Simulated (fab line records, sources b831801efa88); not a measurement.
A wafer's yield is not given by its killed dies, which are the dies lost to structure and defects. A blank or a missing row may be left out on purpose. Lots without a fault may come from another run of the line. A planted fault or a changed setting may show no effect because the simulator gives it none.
Which tool is to blame?	flow sky130	14 lots, 42 wafers sampled, at 2 steps of a route of 708

WHAT EACH GAUGE READ, for each wafer
SKY_CONTACT_BOW_MEAS_05. Usual: CONTACT_BOW 84 um, standard deviation 7.6.
lot	measured	on	CONTACT_BOW (um)	flag
L847	day 30 15:32	filmMetro-02	75 85 85	
L849	day 31 09:20	filmMetro-04	79 91 74	
L851	day 31 16:58	filmMetro-02	84 72 96	
L858	day 34 09:16	filmMetro-02	82 86 86	
L859	day 34 11:42	filmMetro-03	78 76 86	
L860	day 34 20:02	filmMetro-04	82 78 69	
L862	day 35 15:43	filmMetro-03	99 92 88	
L864	day 36 12:28	filmMetro-04	78 84 76	
L865	day 36 13:18	filmMetro-03	82 97 98	
L866	day 36 14:08	filmMetro-02	83 79 78	
L867	day 36 20:26	filmMetro-03	83 93 81	
L868	day 37 05:10	filmMetro-03	74 77 72	
L869	day 37 13:24	filmMetro-04	78 86 86	
L870	day 37 23:02	filmMetro-03	92 101 98	

SKY_CONTACT_CD_MEAS_14: the cd target is 170 nm. Usual: cdNm reads 169.9 nm (standard deviation 1.7).
lot	measured	on	cdNm (nm)	flag
L847	day 31 18:58	cdSem-01	170.4 172.0 170.9	
L849	day 32 13:36	cdSem-02	170.5 168.1 169.2	
L851	day 32 20:41	cdSem-01	166.4 167.0 169.2	
L858	day 35 11:25	cdSem-01	172.2 170.3 171.5	
L859	day 35 13:49	cdSem-01	171.2 170.2 171.4	
L860	day 35 22:02	cdSem-01	169.4 167.3 168.6	
L862	day 36 17:44	cdSem-01	170.3 170.5 169.9	
L864	day 37 13:52	cdSem-01	167.8 167.6 167.5	
L865	day 37 15:38	cdSem-01	171.3 169.2 169.7	
L866	day 37 15:58	cdSem-01	167.0 168.2 167.9	
L867	day 37 22:39	cdSem-01	169.3 169.0 169.3	
L868	day 38 07:26	cdSem-01	172.0 172.0 173.1	
L869	day 38 15:07	cdSem-01	171.4 169.2 171.3	
L870	day 39 00:41	cdSem-01	168.6 168.5 169.4	

WHICH TOOL RAN EACH LOT (tool, then ch and the chambers of the sampled wafers, then the start)
The record holds no process step before these readings.

AS READ BY THE TOOLS THEMSELVES (means over the sampled wafers that have a number; for cases with no such wafer, the mark the record gives instead)
The record holds no such reading with a usual standard deviation.

THE ANSWER, worked out from the rows above alone
Rule: lot off if the mean of its wafers having a number is beyond 3 standard deviations from the usual mean. A lot without any number at a reading at which 4 lots or more have one is off too. Where the step has rows for the other lots, those lots are counted as sound. Order of review: gauges by route order, followed by the tools' own readings, for which a lot's mean as printed above is used. The first step at which some lot is off is used, and at that step the reading that is off furthest; a lot without a number counts as furthest.
No lot is off at any reading shown: from this, nothing can be told.

WHAT THE SIMULATOR PUT IN
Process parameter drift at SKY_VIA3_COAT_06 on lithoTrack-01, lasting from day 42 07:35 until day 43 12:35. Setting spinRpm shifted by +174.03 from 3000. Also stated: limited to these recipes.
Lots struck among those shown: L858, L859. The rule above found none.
